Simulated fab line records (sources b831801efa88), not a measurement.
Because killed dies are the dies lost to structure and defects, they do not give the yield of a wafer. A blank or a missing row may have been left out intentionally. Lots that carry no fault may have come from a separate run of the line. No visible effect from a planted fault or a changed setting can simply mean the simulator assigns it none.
The tool behind it: which one?    flow sky130    15 lots (45 wafers sampled), 1 step of a 708-step route

== WHAT EACH GAUGE READ, for each wafer ==
SKY_METAL1_OVL_MEAS_16.
lot   measured      on          METAL1_OVL (nm)
L703  day 32 19:05  overlay-01  0 5 -2
L704  day 32 22:57  overlay-01  -5 -1 1
L705  day 33 14:57  overlay-01  4 -1 -5
L706  day 34 02:58  overlay-01  2 -3 5
L710  day 35 16:55  overlay-01  -5 6 -5
L711  day 35 18:42  overlay-01  1 -6 3
L714  day 36 17:42  overlay-01  1 -6 7
L715  day 37 08:23  overlay-01  -2 -14 -11
L717  day 37 22:58  overlay-02  -8 -2 -4
L718  day 38 04:51  overlay-01  -7 1 -6
L720  day 38 07:54  overlay-02  -15 -3 2
L721  day 38 19:19  overlay-01  -9 -8 -11
L722  day 38 23:10  overlay-01  -5 -2 -2
L723  day 39 15:57  overlay-02  -9 -5 -13
L726  day 39 22:59  overlay-02  2 3 8

== WHICH TOOL RAN EACH LOT (tool, then ch and the chambers of the sampled wafers, then the start) ==
Before these readings, the record contains no process step.

== WHAT THE TOOLS THEMSELVES READ (means of the sampled wafers that have a number; where no wafer has one, the mark that the record gives instead) ==
The record holds no such reading with a usual standard deviation.

== THE ANSWER, worked out from the rows above alone ==
Rule: the usual values come from the lots themselves. Put in order of their means at a reading, lots are off if they are a third of the lots or fewer, leave a main group of 4 or more, and stand apart from it by a gap of 3 or more times the standard deviation of the main group's means; of several such gaps the widest counts. The tables above print the reading to a certain number of digits; a main group whose means all agree to those digits is not used. Also off: a lot with no number at a reading for which 4 or more lots have one. Any other lot the step has rows for is counted as sound. Order of review: gauges by route order, followed by the tools' own readings, for which a lot's mean as printed above is used. At the first step where some lot is off, the reading lying furthest off is the one used; lots without a number count as furthest.
None of the lots is off at any reading shown; this tells nothing.

== WHAT THE SIMULATOR HAD PUT IN ==
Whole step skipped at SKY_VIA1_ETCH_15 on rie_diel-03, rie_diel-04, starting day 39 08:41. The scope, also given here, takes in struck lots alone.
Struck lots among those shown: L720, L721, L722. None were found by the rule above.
